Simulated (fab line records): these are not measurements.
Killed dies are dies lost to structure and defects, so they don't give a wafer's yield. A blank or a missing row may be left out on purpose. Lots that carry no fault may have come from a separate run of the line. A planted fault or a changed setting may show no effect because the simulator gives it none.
Which tool was responsible? | flow sfq-line | 39 wafers from 13 lots sampled at 5 of the route's 325 steps

== WHAT THE GAUGES READ, wafer by wafer ==
SFQ_M7_RS_MEAS_943: a four-point-probe measurement. Usual: for M7_NB_RS the level is 0.887 ohm/sq and the standard deviation is 0.011.
lot  | measured     | on            | M7_NB_RS (ohm/sq) | flag
L152 | day 73 12:52 | film-metro-04 | 0.913 0.910 0.914 |
L155 | day 77 11:45 | film-metro-04 | 0.884 0.869 0.897 |
L156 | day 77 21:29 | film-metro-04 | 0.880 0.884 0.873 |
L157 | day 77 22:40 | film-metro-03 | 0.887 0.881 0.885 |
L158 | day 81 10:06 | film-metro-03 | 0.889 0.905 0.877 |
L159 | day 81 13:43 | film-metro-02 | 0.887 0.880 0.895 |
L161 | day 81 18:31 | film-metro-03 | 0.859 0.887 0.858 |
L163 | day 84 00:58 | film-metro-03 | 0.881 0.896 0.891 |
L167 | day 84 14:11 | film-metro-03 | 0.659 0.888 0.656 | OFF
L168 | day 84 15:49 | film-metro-03 | 0.887 0.883 0.887 |
L169 | day 84 18:51 | film-metro-04 | 0.877 0.886 0.894 |
L172 | day 85 08:10 | film-metro-04 | 0.901 0.887 0.897 |
L174 | day 85 10:32 | film-metro-03 | 0.887 0.899 0.886 |

== TOOL THAT RAN EACH LOT (tool first, then ch and the chambers of the sampled wafers, then the start) ==
lot  | SFQ_TRILAYER_R5_ETCH_METAL_ETCH_139 | SFQ_TRILAYER_I5_BARC_OPEN_VIA_ETCH_200 | SFQ_TRILAYER_C5_STRIP_STRIP_155   | SFQ_TRILAYER_M7_DEP_SPUTTER_175
L152 | rie-metal-03 ch 0,1, day 69 05:34   | rie-diel-03 ch 0,1,3, day 69 13:55     | rie-metal-04 ch 0,1, day 72 13:32 | pvd-sputter-05, day 73 12:46
L155 | rie-metal-03 ch 0,1, day 69 11:34   | rie-diel-03 ch 0,3, day 69 18:43       | rie-metal-03 ch 0,1, day 73 10:14 | pvd-sputter-04, day 77 11:40
L156 | rie-metal-02 ch 0,1, day 69 12:46   | rie-diel-01 ch 0,2,3, day 69 19:55     | rie-metal-01 ch 0,1, day 73 13:50 | pvd-sputter-05, day 77 21:22
L157 | rie-metal-03 ch 1, day 69 17:34     | rie-diel-03 ch 0,1,3, day 69 21:07     | rie-metal-04 ch 0,1, day 73 18:30 | pvd-sputter-03, day 77 22:34
L158 | rie-metal-01 ch 0,1, day 70 02:01   | rie-diel-04 ch 1,2,3, day 70 06:21     | rie-metal-04 ch 0,1, day 74 04:06 | pvd-sputter-05, day 81 10:01
L159 | rie-metal-01 ch 1, day 70 13:16     | rie-diel-04 ch 0,1, day 70 16:55       | rie-metal-01 ch 0,1, day 74 05:25 | pvd-sputter-03, day 81 13:35
L161 | rie-metal-03 ch 0,1, day 72 10:32   | rie-diel-01 ch 1,2, day 73 00:32       | rie-metal-03 ch 0,1, day 74 07:49 | pvd-sputter-03, day 81 18:23
L163 | rie-metal-03 ch 1, day 76 08:11     | rie-diel-04 ch 0,1, day 76 11:59       | rie-metal-01 ch 0,1, day 77 07:23 | pvd-sputter-03, day 84 00:52
L167 | rie-metal-01 ch 0,1, day 77 01:10   | rie-diel-04 ch 0,2,3, day 78 07:58     | rie-metal-03 ch 0,1, day 78 23:46 | pvd-sputter-03, day 84 14:05
L168 | rie-metal-03 ch 0,1, day 77 08:22   | rie-diel-01 ch 1,2,3, day 78 09:10     | rie-metal-03 ch 0,1, day 79 00:58 | pvd-sputter-05, day 84 15:43
L169 | rie-metal-02 ch 0,1, day 77 17:59   | rie-diel-03 ch 0,3, day 78 10:22       | rie-metal-01 ch 0,1, day 79 02:22 | pvd-sputter-04, day 84 18:43
L172 | rie-metal-01 ch 0,1, day 78 12:06   | rie-diel-04 ch 0,3, day 79 05:41       | rie-metal-03 ch 0,1, day 79 22:34 | pvd-sputter-05, day 85 08:02
L174 | rie-metal-01 ch 0,1, day 78 20:29   | rie-diel-01 ch 0,2,3, day 79 13:53     | rie-metal-01 ch 0,1, day 80 03:10 | pvd-sputter-04, day 85 10:26
- SFQ_TRILAYER_R5_ETCH_METAL_ETCH_139: etches the open film in Cl2, stops on SiO2, target depth 60 nm, time 40 s.
- SFQ_TRILAYER_I5_BARC_OPEN_VIA_ETCH_200: etches BARC in O2, target depth 125 nm, time 41.7 s.
- SFQ_TRILAYER_C5_STRIP_STRIP_155: strips in O2.
- SFQ_TRILAYER_M7_DEP_SPUTTER_175: material Nb, target thk 200 nm, time 133.3 s.

== AS READ BY THE TOOLS THEMSELVES (means over the sampled wafers that have a number; for cases with no such wafer, the mark the record gives instead) ==
SFQ_TRILAYER_R5_ETCH_METAL_ETCH_139. Usual: drypump-motor-current-A 5.7 A, standard deviation 0.42; oes-product-au 0.989 a.u., standard deviation 0.0091.
lot  | tool         | drypump-motor-current-A (A) | oes-product-au (a.u.) | flag
L152 | rie-metal-03 | 5.4                         | 0.993                 |
L155 | rie-metal-03 | 5.7                         | 0.995                 |
L156 | rie-metal-02 | 6.0                         | 0.995                 |
L157 | rie-metal-03 | 5.2                         | 0.989                 |
L158 | rie-metal-01 | 5.8                         | 0.983                 |
L159 | rie-metal-01 | 6.0                         | 0.984                 |
L161 | rie-metal-03 | 5.4                         | 0.991                 |
L163 | rie-metal-03 | 5.1                         | 0.989                 |
L167 | rie-metal-01 | 5.8                         | 0.988                 |
L168 | rie-metal-03 | 5.7                         | 0.996                 |
L169 | rie-metal-02 | 5.8                         | 0.996                 |
L172 | rie-metal-01 | 5.8                         | 0.996                 |
L174 | rie-metal-01 | 5.8                         | 0.984                 |

SFQ_TRILAYER_I5_BARC_OPEN_VIA_ETCH_200. Usual: drypump-motor-current-A 5.4 A, standard deviation 0.39; oes-product-au 0.685 a.u., standard deviation 0.0045.
lot  | tool        | drypump-motor-current-A (A) | oes-product-au (a.u.) | flag
L152 | rie-diel-03 | 5.2                         | 0.683                 |
L155 | rie-diel-03 | 5.4                         | 0.689                 |
L156 | rie-diel-01 | 5.5                         | 0.690                 |
L157 | rie-diel-03 | 5.2                         | 0.681                 |
L158 | rie-diel-04 | 5.4                         | 0.684                 |
L159 | rie-diel-04 | 5.4                         | 0.689                 |
L161 | rie-diel-01 | 5.9                         | 0.683                 |
L163 | rie-diel-04 | 5.6                         | 0.687                 |
L167 | rie-diel-04 | 5.6                         | 0.685                 |
L168 | rie-diel-01 | 5.6                         | 0.684                 |
L169 | rie-diel-03 | 5.4                         | 0.682                 |
L172 | rie-diel-04 | 5.7                         | 0.692                 |
L174 | rie-diel-01 | 5.5                         | 0.687                 |

SFQ_TRILAYER_C5_STRIP_STRIP_155. Usual: drypump-motor-current-A 5.5 A, standard deviation 0.33; oes-product-au 1.000 a.u., standard deviation 0.014.
lot  | tool         | drypump-motor-current-A (A) | oes-product-au (a.u.) | flag
L152 | rie-metal-04 | 5.5                         | 0.996                 |
L155 | rie-metal-03 | 5.4                         | 1.000                 |
L156 | rie-metal-01 | 5.8                         | 0.994                 |
L157 | rie-metal-04 | 5.4                         | 1.002                 |
L158 | rie-metal-04 | 5.5                         | 0.989                 |
L159 | rie-metal-01 | 5.8                         | 0.988                 |
L161 | rie-metal-03 | 5.6                         | 1.010                 |
L163 | rie-metal-01 | 5.5                         | 0.984                 |
L167 | rie-metal-03 | 5.4                         | 1.002                 |
L168 | rie-metal-03 | 5.7                         | 1.000                 |
L169 | rie-metal-01 | 5.5                         | 0.980                 |
L172 | rie-metal-03 | 5.4                         | 1.012                 |
L174 | rie-metal-01 | 5.8                         | 1.002                 |

SFQ_TRILAYER_M7_DEP_SPUTTER_175. Usual: base-pressure-pa 1.34e-06 Pa, standard deviation 1e-07; throttle-valve-pct 29.9 %, standard deviation 1.3.
lot  | tool           | base-pressure-pa (Pa) | throttle-valve-pct (%) | flag
L152 | pvd-sputter-05 | 1.35e-06              | 31.2                   |
L155 | pvd-sputter-04 | 1.36e-06              | 29.2                   |
L156 | pvd-sputter-05 | 1.36e-06              | 30.3                   |
L157 | pvd-sputter-03 | 1.37e-06              | 29.4                   |
L158 | pvd-sputter-05 | 1.38e-06              | 31.1                   |
L159 | pvd-sputter-03 | 1.34e-06              | 29.9                   |
L161 | pvd-sputter-03 | 1.33e-06              | 29.8                   |
L163 | pvd-sputter-03 | 1.36e-06              | 29.3                   |
L167 | pvd-sputter-03 | 1.38e-06              | 29.7                   |
L168 | pvd-sputter-05 | 1.25e-06              | 31.3                   |
L169 | pvd-sputter-04 | 1.33e-06              | 30.0                   |
L172 | pvd-sputter-05 | 1.34e-06              | 31.3                   |
L174 | pvd-sputter-04 | 1.40e-06              | 29.3                   |

== THE ANSWER, worked out from the rows above alone ==
Rule: take the mean of a lot's wafers that have a number; if it is more than 3 standard deviations from the usual mean, the lot is off. Also off: a lot with no number at a reading for which 4 or more lots have one. Any other lot the step has rows for is counted as sound. The gauges are gone through in route order, then the tools' own readings, and for those a lot's mean is taken as printed above. The first step at which some lot is off is used, and at that step the reading that is off furthest; a lot without a number counts as furthest.
Off: L167, at SFQ_M7_RS_MEAS_943 (M7_NB_RS).
If a tool, at a process step before that reading, ran all the lots that are off and no sound lot after the first of them, it fits. The gauges at SFQ_M7_RS_MEAS_943 are tried like those tools. One fits: pvd-sputter-03 at SFQ_TRILAYER_M7_DEP_SPUTTER_175. A fault onset in the window from L163 (day 84 00:52, its last sound lot) to L167 (day 84 14:05, its first lot off) fits.

== WHAT THE SIMULATOR HAD INSERTED ==
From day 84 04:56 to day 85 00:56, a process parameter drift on pvd-sputter-03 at SFQ_TRILAYER_M7_DEP_SPUTTER_175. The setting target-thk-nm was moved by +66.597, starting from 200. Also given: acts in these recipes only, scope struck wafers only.
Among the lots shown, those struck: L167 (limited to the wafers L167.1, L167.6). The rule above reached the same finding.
